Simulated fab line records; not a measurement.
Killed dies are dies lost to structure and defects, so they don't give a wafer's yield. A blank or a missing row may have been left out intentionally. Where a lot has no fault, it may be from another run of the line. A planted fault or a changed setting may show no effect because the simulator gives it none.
Which tool was responsible? + flow sky130 + Sampling: 24 lots, 72 wafers, 5 of 708 route steps

== WHAT THE GAUGES READ, wafer by wafer ==
SKY_FIELD_ISO_THK_MEAS_25.
| lot  | measured    | on           | FIELD_ISO_CVD_24_THK (nm) |
|------|-------------|--------------|---------------------------|
| L074 | day 2 08:42 | filmMetro-04 | 614 615 615               |
| L075 | day 2 13:50 | filmMetro-04 | 592 605 592               |
| L076 | day 2 17:54 | filmMetro-01 | 588 584 596               |
| L077 | day 3 02:31 | filmMetro-02 | 607 603 608               |
| L078 | day 3 07:56 | filmMetro-02 | 613 581 608               |
| L079 | day 3 10:37 | filmMetro-04 | 585 603 613               |
| L080 | day 3 14:32 | filmMetro-04 | 584 599 589               |
| L081 | day 3 22:15 | filmMetro-01 | 591 594 597               |
| L082 | day 4 03:53 | filmMetro-01 | 588 594 590               |
| L083 | day 4 12:03 | filmMetro-04 | 596 590 590               |
| L084 | day 4 12:04 | filmMetro-02 | 604 593 593               |
| L086 | day 4 23:26 | filmMetro-01 | 601 604 595               |
| L085 | day 4 23:29 | filmMetro-04 | 591 587 594               |
| L087 | day 5 07:47 | filmMetro-04 | 585 593 593               |
| L088 | day 5 13:41 | filmMetro-01 | 597 596 600               |
| L089 | day 5 20:19 | filmMetro-02 | 601 607 593               |
| L090 | day 5 21:30 | filmMetro-01 | 605 602 608               |
| L091 | day 6 03:51 | filmMetro-01 | 595 586 594               |
| L092 | day 6 08:07 | filmMetro-02 | 603 591 593               |
| L093 | day 6 16:11 | filmMetro-01 | 591 581 587               |
| L094 | day 6 17:22 | filmMetro-04 | 588 600 598               |
| L095 | day 6 21:31 | filmMetro-04 | 595 587 588               |
| L096 | day 7 02:34 | filmMetro-04 | 591 592 597               |
| L097 | day 7 11:52 | filmMetro-02 | 594 599 605               |

SKY_LOCAL_INTERCONNECT_OVL_MEAS_12.
| lot  | measured     | on         | LOCAL_INTERCONNECT_OVL (nm) |
|------|--------------|------------|-----------------------------|
| L074 | day 30 18:06 | overlay-01 | 7 6 7                       |
| L075 | day 31 04:55 | overlay-02 | 6 4 2                       |
| L076 | day 31 11:35 | overlay-02 | -5 2 -3                     |
| L077 | day 32 05:31 | overlay-02 | -4 -4 4                     |
| L078 | day 32 05:52 | overlay-02 | 5 -2 5                      |
| L079 | day 32 17:49 | overlay-01 | -2 1 4                      |
| L080 | day 33 06:59 | overlay-02 | 5 2 -3                      |
| L081 | day 33 12:41 | overlay-01 | 5 6 -2                      |
| L082 | day 34 09:46 | overlay-01 | 0 -2 7                      |
| L083 | day 34 14:26 | overlay-01 | 2 7 -4                      |
| L084 | day 34 18:09 | overlay-01 | 0 2 0                       |
| L086 | day 34 22:31 | overlay-01 | 2 1 4                       |
| L085 | day 35 00:00 | overlay-02 | 9 7 6                       |
| L087 | day 35 11:14 | overlay-02 | -1 0 0                      |
| L088 | day 35 13:47 | overlay-02 | 0 7 6                       |
| L089 | day 36 00:23 | overlay-02 | -4 -2 4                     |
| L090 | day 36 01:41 | overlay-02 | 9 1 -2                      |
| L091 | day 36 10:50 | overlay-01 | 3 2 3                       |
| L092 | day 36 16:04 | overlay-01 | -16 -1 -5                   |
| L093 | day 36 22:43 | overlay-01 | 8 4 9                       |
| L094 | day 37 22:39 | overlay-02 | 14 9 14                     |
| L095 | day 37 17:49 | overlay-02 | -5 -1 -8                    |
| L096 | day 38 02:09 | overlay-02 | 3 -4 -3                     |
| L097 | day 38 02:23 | overlay-01 | -10 2 -4                    |

SKY_CAPM_THK_MEAS_01.
| lot  | measured     | on           | CAPM_CVD_00_THK (nm) |
|------|--------------|--------------|----------------------|
| L074 | day 36 17:58 | filmMetro-03 | 15.07 15.13 15.38    |
| L075 | day 37 04:32 | filmMetro-01 | 15.83 15.43 15.67    |
| L076 | day 37 11:34 | filmMetro-01 | 15.75 15.29 15.69    |
| L077 | day 38 05:04 | filmMetro-02 | 15.27 15.80 16.02    |
| L078 | day 38 05:29 | filmMetro-01 | 15.18 15.32 15.31    |
| L079 | day 38 16:05 | filmMetro-01 | 15.30 15.85 15.58    |
| L080 | day 39 04:29 | filmMetro-03 | 15.61 16.00 15.49    |
| L081 | day 39 09:47 | filmMetro-01 | 15.67 15.27 15.39    |
| L082 | day 40 05:21 | filmMetro-01 | 14.74 15.56 15.10    |
| L083 | day 40 11:07 | filmMetro-01 | 15.04 15.23 15.86    |
| L084 | day 40 13:28 | filmMetro-02 | 15.37 15.84 15.54    |
| L086 | day 40 16:58 | filmMetro-01 | 14.98 15.23 15.15    |
| L085 | day 40 16:51 | filmMetro-02 | 15.53 15.78 15.50    |
| L087 | day 41 04:16 | filmMetro-02 | 15.46 15.59 15.62    |
| L088 | day 41 07:09 | filmMetro-02 | 15.50 15.32 15.89    |
| L089 | day 41 16:28 | filmMetro-03 | 15.60 15.20 15.17    |
| L090 | day 41 16:46 | filmMetro-02 | 15.49 15.85 15.60    |
| L091 | day 42 02:16 | filmMetro-03 | 15.51 15.61 15.82    |
| L092 | day 42 07:07 | filmMetro-02 | 15.81 15.70 15.94    |
| L093 | day 42 13:02 | filmMetro-02 | 15.83 15.70 15.63    |
| L094 | day 43 11:33 | filmMetro-03 | 15.59 15.52 15.49    |
| L095 | day 43 06:09 | filmMetro-02 | 15.54 15.07 15.46    |
| L096 | day 43 13:56 | filmMetro-03 | 15.48 15.54 15.43    |
| L097 | day 43 14:38 | filmMetro-03 | 15.36 15.59 15.62    |

== EACH LOT AND THE TOOL THAT RAN IT (in order: tool; ch and the chambers of the sampled wafers; start) ==
| lot  | SKY_LI_CONTACT_CMP_02         | SKY_LOCAL_INTERCONNECT_METAL_ETCH_14 |
|------|-------------------------------|--------------------------------------|
| L074 | cmp-02 ch 0,1,2, day 28 07:01 | rieMetal-04 ch 1, day 30 18:11       |
| L075 | cmp-01 ch 0,1,3, day 28 19:18 | rieMetal-02 ch 0,1, day 31 05:01     |
| L076 | cmp-01 ch 0,2,3, day 29 01:40 | rieMetal-04 ch 0,1, day 31 11:41     |
| L077 | cmp-01 ch 0,1,3, day 29 20:03 | rieMetal-04 ch 0,1, day 32 05:37     |
| L078 | cmp-02 ch 0,3, day 29 20:21   | rieMetal-02 ch 1, day 32 05:58       |
| L079 | cmp-01 ch 0,2,3, day 30 08:39 | rieMetal-03 ch 0,1, day 32 17:55     |
| L080 | cmp-02 ch 0,1,3, day 30 21:21 | rieMetal-04 ch 0,1, day 33 07:05     |
| L081 | cmp-01 ch 0,1,2, day 31 03:57 | rieMetal-03 ch 0,1, day 33 12:47     |
| L082 | cmp-01 ch 0,1,2, day 32 01:10 | rieMetal-04 ch 0,1, day 34 09:52     |
| L083 | cmp-01 ch 0,2, day 32 06:26   | rieMetal-04 ch 0,1, day 34 14:32     |
| L084 | cmp-02 ch 0,1,3, day 32 10:45 | rieMetal-03 ch 0,1, day 34 18:14     |
| L086 | cmp-02 ch 0,1,3, day 32 14:43 | rieMetal-04 ch 0, day 34 22:37       |
| L085 | cmp-02 ch 1,2,3, day 32 16:57 | rieMetal-02 ch 0,1, day 35 00:07     |
| L087 | cmp-02 ch 0,1,3, day 33 03:51 | rieMetal-02 ch 1, day 35 11:25       |
| L088 | cmp-02 ch 0,3, day 33 06:07   | rieMetal-03 ch 0,1, day 35 13:53     |
| L089 | cmp-02 ch 0,1,2, day 33 16:57 | rieMetal-03 ch 0,1, day 36 00:31     |
| L090 | cmp-01 ch 0,2,3, day 33 18:15 | rieMetal-03 ch 0,1, day 36 01:46     |
| L091 | cmp-02 ch 0,1,3, day 34 04:18 | rieMetal-03 ch 0,1, day 36 10:56     |
| L092 | cmp-02 ch 0,2,3, day 34 10:21 | rieMetal-04 ch 0, day 36 16:14       |
| L093 | cmp-01 ch 1,2, day 34 15:34   | rieMetal-02 ch 0,1, day 36 22:49     |
| L094 | cmp-02 ch 0,2,3, day 35 15:18 | rieMetal-03 ch 1, day 37 22:50       |
| L095 | cmp-01 ch 0,1,3, day 35 11:14 | rieMetal-03 ch 0,1, day 37 17:55     |
| L096 | cmp-01 ch 0,1, day 35 20:00   | rieMetal-04 ch 0,1, day 38 02:15     |
| L097 | cmp-02 ch 0,1,2, day 35 20:18 | rieMetal-02 ch 0, day 38 02:29       |
- SKY_LI_CONTACT_CMP_02: polishes PSG.
- SKY_LOCAL_INTERCONNECT_METAL_ETCH_14: etches TiN in Cl2/BCl3, stops on PSG, target depth 110 nm, time 31.4 s.

== WHAT THE TOOLS THEMSELVES READ (means of the sampled wafers that have a number; where no wafer has one, the mark that the record gives instead) ==
SKY_LI_CONTACT_CMP_02.
| lot  | tool   | motorCurrentA (A) | timeToEndpointS (s) |
|------|--------|-------------------|---------------------|
| L074 | cmp-02 | 11.2              | 32.2                |
| L075 | cmp-01 | 12.2              | 33.9                |
| L076 | cmp-01 | 13.3              | 33.2                |
| L077 | cmp-01 | 12.0              | 33.3                |
| L078 | cmp-02 | 11.0              | 35.5                |
| L079 | cmp-01 | 12.4              | 35.4                |
| L080 | cmp-02 | 11.7              | 36.1                |
| L081 | cmp-01 | 12.7              | 34.0                |
| L082 | cmp-01 | 12.8              | 31.7                |
| L083 | cmp-01 | 13.4              | 32.4                |
| L084 | cmp-02 | 11.4              | 33.6                |
| L086 | cmp-02 | 11.3              | 34.9                |
| L085 | cmp-02 | 11.9              | 32.3                |
| L087 | cmp-02 | 11.7              | 31.6                |
| L088 | cmp-02 | 11.6              | 33.6                |
| L089 | cmp-02 | 11.6              | 34.3                |
| L090 | cmp-01 | 12.7              | 30.1                |
| L091 | cmp-02 | 11.7              | 34.7                |
| L092 | cmp-02 | 11.3              | 30.5                |
| L093 | cmp-01 | 11.4              | 30.6                |
| L094 | cmp-02 | 11.4              | 28.7                |
| L095 | cmp-01 | 12.1              | 30.9                |
| L096 | cmp-01 | 11.7              | 34.7                |
| L097 | cmp-02 | 11.5              | 31.6                |

SKY_LOCAL_INTERCONNECT_METAL_ETCH_14.
| lot  | tool        | drypumpMotorCurrentA (A) | oesProductAu (a.u.) | throttleValvePct (%) |
|------|-------------|--------------------------|---------------------|----------------------|
| L074 | rieMetal-04 | 6.5                      | 0.943               | 21.896               |
| L075 | rieMetal-02 | 6.0                      | 0.942               | 21.902               |
| L076 | rieMetal-04 | 6.2                      | 0.936               | 21.909               |
| L077 | rieMetal-04 | 6.2                      | 0.935               | 21.900               |
| L078 | rieMetal-02 | 5.7                      | 0.951               | 21.894               |
| L079 | rieMetal-03 | 5.8                      | 0.956               | 21.900               |
| L080 | rieMetal-04 | 6.2                      | 0.946               | 21.899               |
| L081 | rieMetal-03 | 5.8                      | 0.936               | 21.905               |
| L082 | rieMetal-04 | 5.9                      | 0.939               | 21.907               |
| L083 | rieMetal-04 | 5.9                      | 0.937               | 21.908               |
| L084 | rieMetal-03 | 5.9                      | 0.936               | 21.889               |
| L086 | rieMetal-04 | 5.6                      | 0.934               | 21.903               |
| L085 | rieMetal-02 | 5.8                      | 0.939               | 21.903               |
| L087 | rieMetal-02 | 5.7                      | 0.939               | 21.902               |
| L088 | rieMetal-03 | 5.8                      | 0.942               | 21.908               |
| L089 | rieMetal-03 | 5.8                      | 0.946               | 21.899               |
| L090 | rieMetal-03 | 5.9                      | 0.926               | 21.912               |
| L091 | rieMetal-03 | 5.9                      | 0.939               | 21.909               |
| L092 | rieMetal-04 | 5.6                      | 0.930               | 21.906               |
| L093 | rieMetal-02 | 5.9                      | 0.939               | 21.900               |
| L094 | rieMetal-03 | 5.7                      | 0.943               | 21.900               |
| L095 | rieMetal-03 | 5.8                      | 0.936               | 21.906               |
| L096 | rieMetal-04 | 6.2                      | 0.947               | 21.902               |
| L097 | rieMetal-02 | 6.1                      | 0.935               | 21.905               |

== THE ANSWER, worked out from the rows above alone ==
Rule: what is usual is taken from the lots themselves. Put in order of their means at a reading, lots are off if they are a third of the lots or fewer, leave a main group of 4 or more, and stand apart from it by a gap of 3 or more times the standard deviation of the main group's means; of several such gaps the widest counts. A main group whose means are all the same, to the digits that the tables above print for the reading, isn't used. Also off: a lot with no number at a reading for which 4 or more lots have one. Where the step has rows for the other lots, those lots are counted as sound. Order of review: gauges by route order, followed by the tools' own readings, for which a lot's mean as printed above is used. At the first step where some lot is off, the reading lying furthest off is the one used; lots without a number count as furthest.
Nothing can be told from this: no lot is off at any reading shown.

== WHAT WAS PUT IN BY THE SIMULATOR ==
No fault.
